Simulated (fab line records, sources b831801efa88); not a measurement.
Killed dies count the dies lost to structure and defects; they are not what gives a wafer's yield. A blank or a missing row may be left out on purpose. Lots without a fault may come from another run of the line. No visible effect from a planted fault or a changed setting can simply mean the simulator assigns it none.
Which tool did it? + flow sky130 + Sampling: 11 lots, 33 wafers, 2 of 708 route steps

WHAT THE GAUGES SHOWED, per wafer
SKY_CONTACT_THK_MEAS_26: measures by xrf.
| lot  | measured     | on           | CONTACT_W_THK (nm) |
|------|--------------|--------------|--------------------|
| L271 | day 32 04:13 | filmMetro-02 | 336 340 340        |
| L272 | day 32 07:32 | filmMetro-02 | 350 346 351        |
| L273 | day 32 11:47 | filmMetro-01 | 349 346 344        |
| L275 | day 32 16:20 | filmMetro-02 | 351 352 354        |
| L276 | day 33 17:50 | filmMetro-01 | 340 338 337        |
| L278 | day 33 21:56 | filmMetro-03 | 344 337 342        |
| L281 | day 35 04:47 | filmMetro-03 | 345 351 344        |
| L283 | day 35 20:28 | filmMetro-02 | 343 350 348        |
| L284 | day 36 02:26 | filmMetro-01 | 338 337 338        |
| L286 | day 36 10:38 | filmMetro-02 | 348 346 347        |
| L292 | day 38 08:16 | filmMetro-02 | 343 339 338        |

EACH LOT AND THE TOOL THAT RAN IT (in order: tool; ch and the chambers of the sampled wafers; start)
| lot  | SKY_CONTACT_SPUTTER_23      |
|------|-----------------------------|
| L271 | pvdSputter-04, day 32 03:55 |
| L272 | pvdSputter-04, day 32 07:15 |
| L273 | pvdSputter-03, day 32 11:29 |
| L275 | pvdSputter-04, day 32 16:03 |
| L276 | pvdSputter-03, day 33 17:33 |
| L278 | pvdSputter-04, day 33 21:38 |
| L281 | pvdSputter-03, day 35 04:29 |
| L283 | pvdSputter-03, day 35 20:05 |
| L284 | pvdSputter-03, day 36 02:08 |
| L286 | pvdSputter-03, day 36 10:21 |
| L292 | pvdSputter-01, day 38 07:58 |
- SKY_CONTACT_SPUTTER_23: material TiN, target thk 20 nm, time 80 s.

THE ANSWER, worked out from the rows above alone
Rule: usual is defined by the lots themselves. The widest of any qualifying gaps counts: lots, ordered by their means at a reading, are off when they make up no more than a third of the lots, leave a main group of 4 or more, and stand apart from it by 3 or more times the standard deviation of that group's means. The tables above print the reading to a certain number of digits; a main group whose means all agree to those digits is not used. Also off: a lot with no number at a reading for which 4 or more lots have one. The other lots that the step has rows for count as sound.
No lot is off at any reading shown: from this, nothing can be told.

WHAT THE SIMULATOR HAD INSERTED
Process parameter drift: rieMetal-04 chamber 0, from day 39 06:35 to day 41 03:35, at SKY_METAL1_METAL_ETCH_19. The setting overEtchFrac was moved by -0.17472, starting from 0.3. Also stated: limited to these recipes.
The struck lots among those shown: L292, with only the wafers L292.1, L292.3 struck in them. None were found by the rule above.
